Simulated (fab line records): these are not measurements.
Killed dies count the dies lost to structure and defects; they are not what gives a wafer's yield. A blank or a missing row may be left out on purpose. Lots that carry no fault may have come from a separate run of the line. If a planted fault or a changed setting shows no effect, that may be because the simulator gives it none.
fab line records | flow sky130 | part 2 of 2: steps 31 to 38 of 38
[record] lots = 5 | wafers = 15 | last-day = 50
route steps=708 shown RES_PROTECT@215 POLY_GATE@217 LDD_N@237
lots untouched by any fault: they come from a run of this same line in which no faults occurred
start-h: hours from the record's first day to the start of the lot's first wafer shown | wait-h: hours from the lot's prior step to this one | " identical to the entry in the row above | L1.1+2: a row that stands for several wafers | - no value, or no start given | * or withheld: withheld | < > ~ a bound
route shown NAME@n: NAME is a module with steps in the file, n the number in the route of the first one | usual: mean/standard deviation taken from wafers without a fault | same: alike in all rows | chamber/n: place in a boat | sites: readings site by site | _std_site: the values' standard deviation | _edge_site: outer sites' mean less inner sites' | radius-mm: for every site, how far away it sits from the centre of the wafer | mask NAME#n: copy n | behind: the most recent tool/chamber to have shaped the wafer | hold: reason for holding the lot/hours on hold/outcome of the hold | device: the transistor (n, p or np) that didn't switch | end of line: the same wafers' tests at the end of the route | a step without rows: its recipe alone | killed: not the wafer's yield, but the dies lost to structure and defects at the first sort | map: dies across one wafer; x = killed, . = not, _ = none there
set.NAME: setting as actually run; set.NAME@STEP: the setting as run at that earlier step | model.NAME: the simulator's own value behind a step, which no gauge read
certain route steps with their lots: each step a table, each wafer a row
services: the hour from which a tool's chamber was out of use, counted from the record's first day as start-h (under 0 if before that day), plus the number of hours and why
[[steps]]
[step SKY_LDD_N_IMPLANT_08]
[recipe] species = As | energy-kev = 20 | dose-cm2 = 7.5e+13 | tilt-deg = withheld | rotation-deg = 23
[usual] beam-on-s = 10.00/0.21 | end-station-pressure-torr = 5.3e-06/3.1e-07
lot.wafer | tool         | chamber | start-h | wait-h | beam-on-s | end-station-pressure-torr
L077.1    | implanter-02 | 0       | 425.59  | 0.0    | 10.19     | 5.7e-06
L077.5    | "            | 0       | "       | "      | 10.10     | 5.7e-06
L077.6    | "            | 0       | "       | "      | 9.76      | 5.4e-06
L084.4    | implanter-01 | 0       | 485.28  | 1.6    | 9.84      | 6e-06
L084.5    | "            | 0       | "       | "      | 9.55      | 5e-06
L084.6    | "            | 0       | "       | "      | 10.09     | 5.1e-06
L089.3    | implanter-02 | 0       | 536.36  | 0.1    | 9.55      | 5.6e-06
L089.4    | "            | 0       | "       | "      | 9.51      | 5.1e-06
L089.5    | "            | 0       | "       | "      | 9.80      | 5.7e-06
L093.3    | implanter-01 | 0       | 560.10  | 0.1    | 10.32     | 4.7e-06
L093.4    | "            | 0       | "       | "      | 10.53     | 4.5e-06
L093.5    | "            | 0       | "       | "      | 10.10     | 5.7e-06
L095.3    | implanter-02 | 0       | 591.89  | 0.1    | 9.95      | 5.1e-06
L095.4    | "            | 0       | "       | "      | 10.00     | 5.9e-06
L095.6    | "            | 0       | "       | "      | 10.17     | 5.3e-06
[step SKY_LDD_N_IMPLANT_09]
[recipe] species = As | energy-kev = 20 | dose-cm2 = 7.5e+13 | tilt-deg = withheld | rotation-deg = 113
[usual] beam-on-s = 10.01/0.2 | end-station-pressure-torr = 5.31e-06/2.7e-07
lot.wafer | tool         | chamber | start-h | wait-h | beam-on-s | end-station-pressure-torr
L077.1    | implanter-02 | 0       | 425.74  | 0.1    | 9.82      | 4.75e-06
L077.5    | "            | 0       | "       | "      | 10.23     | 5.21e-06
L077.6    | "            | 0       | "       | "      | 9.62      | 4.72e-06
L084.4    | implanter-01 | 0       | 485.43  | 0.1    | 9.95      | 5.34e-06
L084.5    | "            | 0       | "       | "      | 9.80      | 5.01e-06
L084.6    | "            | 0       | "       | "      | 10.13     | 5.77e-06
L089.3    | implanter-02 | 0       | 536.51  | 0.1    | 10.18     | 5.58e-06
L089.4    | "            | 0       | "       | "      | 10.01     | 5.21e-06
L089.5    | "            | 0       | "       | "      | 10.00     | 5.56e-06
L093.3    | implanter-01 | 0       | 560.25  | 0.1    | 10.24     | 4.89e-06
L093.4    | "            | 0       | "       | "      | 10.00     | 4.94e-06
L093.5    | "            | 0       | "       | "      | 9.96      | 5.07e-06
L095.3    | implanter-02 | 0       | 592.04  | 0.1    | 9.66      | 5.81e-06
L095.4    | "            | 0       | "       | "      | 9.60      | 4.91e-06
L095.6    | "            | 0       | "       | "      | 10.14     | 5.24e-06
[step SKY_LDD_N_IMPLANT_10]
[recipe] species = As | energy-kev = 20 | dose-cm2 = 7.5e+13 | tilt-deg = withheld | rotation-deg = 203
[usual] beam-on-s = 10.02/0.2 | end-station-pressure-torr = 5.36e-06/2.8e-07
lot.wafer | tool         | chamber | start-h | wait-h | beam-on-s | end-station-pressure-torr
L077.1    | implanter-02 | 0       | 425.89  | 0.1    | 9.86      | 5.26e-06
L077.5    | "            | 0       | "       | "      | 9.78      | 5.44e-06
L077.6    | "            | 0       | "       | "      | 10.11     | 5.61e-06
L084.4    | implanter-01 | 0       | 485.58  | 0.1    | 9.99      | 5.07e-06
L084.5    | "            | 0       | "       | "      | 10.24     | 5.3e-06
L084.6    | "            | 0       | "       | "      | 10.39     | 5.44e-06
L089.3    | implanter-02 | 0       | 536.66  | 0.1    | 10.22     | 5.37e-06
L089.4    | "            | 0       | "       | "      | 9.94      | 5.65e-06
L089.5    | "            | 0       | "       | "      | 9.86      | 5.55e-06
L093.3    | implanter-01 | 0       | 560.40  | 0.1    | 10.15     | 4.73e-06
L093.4    | "            | 0       | "       | "      | 9.87      | 5.9e-06
L093.5    | "            | 0       | "       | "      | 9.89      | 5.22e-06
L095.3    | implanter-02 | 0       | 592.19  | 0.1    | 9.67      | 5e-06
L095.4    | "            | 0       | "       | "      | 9.99      | 5.34e-06
L095.6    | "            | 0       | "       | "      | 10.02     | 5.42e-06
[step SKY_LDD_N_IMPLANT_11]
[recipe] species = As | energy-kev = 20 | dose-cm2 = 7.5e+13 | tilt-deg = withheld | rotation-deg = 293
[usual] beam-on-s = 10.01/0.18 | end-station-pressure-torr = 5.39e-06/2.8e-07
lot.wafer | tool         | chamber | start-h | wait-h | beam-on-s | end-station-pressure-torr
L077.1    | implanter-02 | 0       | 426.04  | 0.1    | 10.03     | 5.6e-06
L077.5    | "            | 0       | "       | "      | 9.94      | 5.14e-06
L077.6    | "            | 0       | "       | "      | 10.08     | 5.66e-06
L084.4    | implanter-01 | 0       | 485.73  | 0.1    | 9.94      | 5.22e-06
L084.5    | "            | 0       | "       | "      | 9.90      | 6.08e-06
L084.6    | "            | 0       | "       | "      | 9.75      | 5.22e-06
L089.3    | implanter-02 | 0       | 536.81  | 0.1    | 10.01     | 5.44e-06
L089.4    | "            | 0       | "       | "      | 9.89      | 5.94e-06
L089.5    | "            | 0       | "       | "      | 10.00     | 5.34e-06
L093.3    | implanter-01 | 0       | 560.55  | 0.1    | 9.78      | 5.38e-06
L093.4    | "            | 0       | "       | "      | 10.06     | 5.15e-06
L093.5    | "            | 0       | "       | "      | 9.91      | 5.45e-06
L095.3    | implanter-02 | 0       | 592.34  | 0.1    | 9.89      | 5.1e-06
L095.4    | "            | 0       | "       | "      | 9.90      | 4.8e-06
L095.6    | "            | 0       | "       | "      | 9.63      | 5.49e-06
[step SKY_LDD_N_IMPLANT_12]
[recipe] species = BF2 | energy-kev = 50 | dose-cm2 = 5e+12 | tilt-deg = 30 | rotation-deg = 0
[usual] beam-on-s = 10.01/0.2 | end-station-pressure-torr = 5e-06/2.4e-07
lot.wafer | tool         | chamber | start-h | wait-h | beam-on-s | end-station-pressure-torr
L077.1    | implanter-02 | 0       | 426.19  | 0.1    | 9.64      | 5.04e-06
L077.5    | "            | 0       | "       | "      | 10.26     | 5.12e-06
L077.6    | "            | 0       | "       | "      | 10.11     | 4.94e-06
L084.4    | implanter-01 | 0       | 485.88  | 0.1    | 9.75      | 4.53e-06
L084.5    | "            | 0       | "       | "      | 9.82      | 5.16e-06
L084.6    | "            | 0       | "       | "      | 9.86      | 5.26e-06
L089.3    | implanter-02 | 0       | 536.96  | 0.1    | 9.95      | 5.02e-06
L089.4    | "            | 0       | "       | "      | 10.08     | 4.9e-06
L089.5    | "            | 0       | "       | "      | 9.64      | 4.89e-06
L093.3    | implanter-01 | 0       | 560.70  | 0.1    | 9.69      | 5.47e-06
L093.4    | "            | 0       | "       | "      | 10.30     | 4.87e-06
L093.5    | "            | 0       | "       | "      | 10.29     | 5.17e-06
L095.3    | implanter-02 | 0       | 592.49  | 0.1    | 9.80      | 4.76e-06
L095.4    | "            | 0       | "       | "      | 9.93      | 5.22e-06
L095.6    | "            | 0       | "       | "      | 10.16     | 4.94e-06
[step SKY_LDD_N_IMPLANT_13]
[recipe] species = BF2 | energy-kev = 50 | dose-cm2 = 5e+12 | tilt-deg = 30 | rotation-deg = 90
[usual] beam-on-s = 10.01/0.2 | end-station-pressure-torr = 5.03e-06/2.8e-07
lot.wafer | tool         | chamber | start-h | wait-h | beam-on-s | end-station-pressure-torr
L077.1    | implanter-02 | 0       | 426.34  | 0.1    | 9.92      | 4.93e-06
L077.5    | "            | 0       | "       | "      | 10.19     | 5.75e-06
L077.6    | "            | 0       | "       | "      | 9.93      | 5.1e-06
L084.4    | implanter-01 | 0       | 486.03  | 0.1    | 9.94      | 4.75e-06
L084.5    | "            | 0       | "       | "      | 9.68      | 5.1e-06
L084.6    | "            | 0       | "       | "      | 9.75      | 5.09e-06
L089.3    | implanter-02 | 0       | 537.11  | 0.1    | 9.63      | 4.98e-06
L089.4    | "            | 0       | "       | "      | 9.59      | 4.72e-06
L089.5    | "            | 0       | "       | "      | 10.27     | 5.17e-06
L093.3    | implanter-01 | 0       | 560.85  | 0.1    | 10.13     | 4.84e-06
L093.4    | "            | 0       | "       | "      | 10.03     | 5.08e-06
L093.5    | "            | 0       | "       | "      | 9.88      | 5.3e-06
L095.3    | implanter-02 | 0       | 592.64  | 0.1    | 10.07     | 4.88e-06
L095.4    | "            | 0       | "       | "      | 10.02     | 5.4e-06
L095.6    | "            | 0       | "       | "      | 10.06     | 5.04e-06
[step SKY_LDD_N_IMPLANT_14]
[recipe] species = BF2 | energy-kev = 50 | dose-cm2 = 5e+12 | tilt-deg = 30 | rotation-deg = 180
[usual] beam-on-s = 10.01/0.19 | end-station-pressure-torr = 4.99e-06/2.5e-07
lot.wafer | tool         | chamber | start-h | wait-h | beam-on-s | end-station-pressure-torr
L077.1    | implanter-02 | 0       | 426.49  | 0.1    | 9.82      | 5.22e-06
L077.5    | "            | 0       | "       | "      | 10.11     | 4.74e-06
L077.6    | "            | 0       | "       | "      | 10.22     | 5.13e-06
L084.4    | implanter-01 | 0       | 486.18  | 0.1    | 9.77      | 4.92e-06
L084.5    | "            | 0       | "       | "      | 10.41     | 4.53e-06
L084.6    | "            | 0       | "       | "      | 10.02     | 5.12e-06
L089.3    | implanter-02 | 0       | 537.26  | 0.1    | 9.68      | 4.85e-06
L089.4    | "            | 0       | "       | "      | 9.86      | 5e-06
L089.5    | "            | 0       | "       | "      | 10.00     | 5.12e-06
L093.3    | implanter-01 | 0       | 561.00  | 0.1    | 10.13     | 5.01e-06
L093.4    | "            | 0       | "       | "      | 9.92      | 5.08e-06
L093.5    | "            | 0       | "       | "      | 9.78      | 4.65e-06
L095.3    | implanter-02 | 0       | 592.79  | 0.1    | 10.27     | 4.9e-06
L095.4    | "            | 0       | "       | "      | 10.02     | 5.29e-06
L095.6    | "            | 0       | "       | "      | 10.02     | 5.25e-06
[step SKY_LDD_N_IMPLANT_15]
[recipe] species = BF2 | energy-kev = 50 | dose-cm2 = 5e+12 | tilt-deg = 30 | rotation-deg = 270
[usual] beam-on-s = 10.01/0.21 | end-station-pressure-torr = 5.04e-06/2.9e-07
lot.wafer | tool         | chamber | start-h | wait-h | beam-on-s | end-station-pressure-torr
L077.1    | implanter-02 | 0       | 426.64  | 0.1    | 10.33     | 5.69e-06
L077.5    | "            | 0       | "       | "      | 10.24     | 5.5e-06
L077.6    | "            | 0       | "       | "      | 10.28     | 4.74e-06
L084.4    | implanter-01 | 0       | 486.33  | 0.1    | 10.06     | 5.44e-06
L084.5    | "            | 0       | "       | "      | 10.08     | 5.31e-06
L084.6    | "            | 0       | "       | "      | 9.55      | 4.97e-06
L089.3    | implanter-02 | 0       | 537.41  | 0.1    | 10.10     | 5.44e-06
L089.4    | "            | 0       | "       | "      | 9.86      | 5.08e-06
L089.5    | "            | 0       | "       | "      | 9.82      | 4.86e-06
L093.3    | implanter-01 | 0       | 561.15  | 0.1    | 10.06     | 5.01e-06
L093.4    | "            | 0       | "       | "      | 9.77      | 4.99e-06
L093.5    | "            | 0       | "       | "      | 9.89      | 4.99e-06
L095.3    | implanter-02 | 0       | 592.94  | 0.1    | 9.95      | 5.11e-06
L095.4    | "            | 0       | "       | "      | 9.95      | 4.87e-06
L095.6    | "            | 0       | "       | "      | 10.15     | 5.07e-06
[[services]]
tool           | chamber | start-h | hours | kind
rie-diel-04    | 0       | 344.34  | 7.9   | repair
rie-diel-04    | 3       | 348.83  | 8.1   | repair
implanter-01   | -       | 353.13  | 8.9   | repair
rie-diel-04    | 1       | 354.56  | 3.1   | repair
krf-scanner-02 | -       | 356.27  | 2.1   | repair
rie-diel-03    | 2       | 362.16  | 6.6   | repair
rie-diel-04    | 1       | 369.57  | 13.7  | repair
rie-diel-03    | -       | 370.30  | 1.0   | repair
implanter-02   | -       | 370.89  | 3.0   | pm
rie-diel-04    | 2       | 415.31  | 2.0   | repair
implanter-01   | -       | 441.96  | 3.6   | pm
rie-diel-04    | -       | 445.88  | 2.8   | pm
rie-diel-03    | 2       | 450.81  | 3.1   | repair
implanter-01   | -       | 450.85  | 1.9   | repair
rie-diel-04    | 1       | 466.38  | 22.3  | repair
lpcvd-02       | -       | 475.51  | 0.7   | repair
implanter-02   | -       | 483.23  | 3.7   | repair
implanter-02   | -       | 486.43  | 0.5   | repair
rie-diel-03    | 0       | 486.61  | 7.2   | repair
rie-diel-03    | -       | 490.06  | 4.6   | repair
rie-diel-04    | 3       | 501.99  | 6.4   | repair
rie-diel-03    | -       | 583.65  | 1.5   | repair
rie-diel-03    | 2       | 585.45  | 5.3   | repair
rie-diel-04    | -       | 591.18  | 4.3   | pm
